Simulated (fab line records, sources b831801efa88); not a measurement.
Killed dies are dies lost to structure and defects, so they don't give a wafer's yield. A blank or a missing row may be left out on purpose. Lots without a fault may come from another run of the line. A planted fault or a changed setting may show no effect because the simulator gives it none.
A struck lot beside a sound one | flow sky130 | 15 steps out of a route of 708
Sound: wafers L458.2, L458.4, L458.5. Struck: wafers L453.3, L453.4, L453.6. The cause comes at the end.
At each step with rows: each side's tool, then ch and its chambers, then its first start. Under that, the readings that differ: sound wafers | struck wafers | difference of the means | sigmas: that difference in standard deviations of wafers without a fault.
alike: readings whose means differ by less than 2 such deviations, and words and numbers that are the same on both sides. not compared: withheld readings, readings that some wafer has no value for, bounds like >300 that may hide the same value, and numbers for which the record gives no deviation and whose values overlap.
The two part at a step that has a row with sigmas, a row that says differs or no value, or rows on one side only. Numbers that don't overlap but have no deviation are shown without sigmas and don't part them. A reading that every wafer of one side lacks parts them only if that side has two wafers or more.

first, 1 step without rows for these wafers: SKY_POLY_CUT_DEVELOP_07 (develop time 60 s).
SKY_POLY_CUT_CD_MEAS_08: target cd 270 nm.
  sound on cd_sem-02, day 29 09:22; struck on cd_sem-02, day 27 10:29
  alike: cd_nm
SKY_POLY_CUT_OVL_MEAS_09:
  sound on overlay-01, day 29 09:28; struck on overlay-01, day 27 10:35
  alike: POLY_CUT_OVL
SKY_POLY_CUT_ETCH_10: etches BARC in N2/H2, stops on SiO2, time 45.9 s, target depth 60 nm.
  sound on rie_diel-04 ch 0,1,3, day 29 09:29; struck on rie_diel-01 ch 0,1,2, day 27 10:36
  alike: drypump_motor_current_A, oes_product_au, rf_fwd_power_W, throttle_valve_pct
  not compared: rf_hours_counter_h
SKY_POLY_CUT_ETCH_11: etches Si3N4 in CF4/CH2F2/Ar, stops on poly-Si, time 42.5 s, target depth 60 nm.
  sound on rie_diel-04 ch 0,1,3, day 29 09:32; struck on rie_diel-01 ch 0,1,2, day 27 10:39
  alike: drypump_motor_current_A, oes_product_au, rf_fwd_power_W, throttle_valve_pct
  not compared: rf_hours_counter_h
SKY_POLY_CUT_STRIP_12: strips in O2/N2.
  sound on plasma_asher-03 ch 0, day 29 09:34; struck on plasma_asher-01 ch 0,1, day 27 10:43
  alike: drypump_motor_current_A, oes_product_au, strip_time_to_endpoint_s
  not compared: rf_hours_counter_h
then, 6 steps without rows for these wafers: SKY_SD_P_DEHYDRATE_00 (time 60 s); SKY_SD_P_HMDS_01 (prime time 60 s); SKY_SD_P_COAT_02 (resist thk 1140 nm); SKY_SD_P_SOFTBAKE_03 (time 60 s); SKY_SD_P_EXPOSE_04 (exposes mask PSDM, target cd 380 nm); SKY_SD_P_PEB_05.
SKY_SD_P_DEVELOP_06: develop time 60 s.
  sound on litho_track-02 ch 0, day 30 13:28; struck on litho_track-04 ch 0, day 28 14:50
  alike: resist_line_temp_C
SKY_SD_P_CD_MEAS_07: target cd 380 nm.
  sound on cd_sem-02, day 30 13:37; struck on cd_sem-02, day 28 16:55
  reading    | sound             | struck            | difference | sigmas
  cd_nm (nm) | 380.7 379.2 379.5 | 250.5 250.2 248.4 | -130.1     | -65
  not compared: hold
SKY_PAD_OPEN_PROBE_99:
  the record has rows for the sound wafers here (prober-02, day 49 09:32) and none for the struck ones

WHERE THEY PART
First at SKY_SD_P_CD_MEAS_07; last, within this record, at SKY_PAD_OPEN_PROBE_99.

WHY: what the simulator had put in
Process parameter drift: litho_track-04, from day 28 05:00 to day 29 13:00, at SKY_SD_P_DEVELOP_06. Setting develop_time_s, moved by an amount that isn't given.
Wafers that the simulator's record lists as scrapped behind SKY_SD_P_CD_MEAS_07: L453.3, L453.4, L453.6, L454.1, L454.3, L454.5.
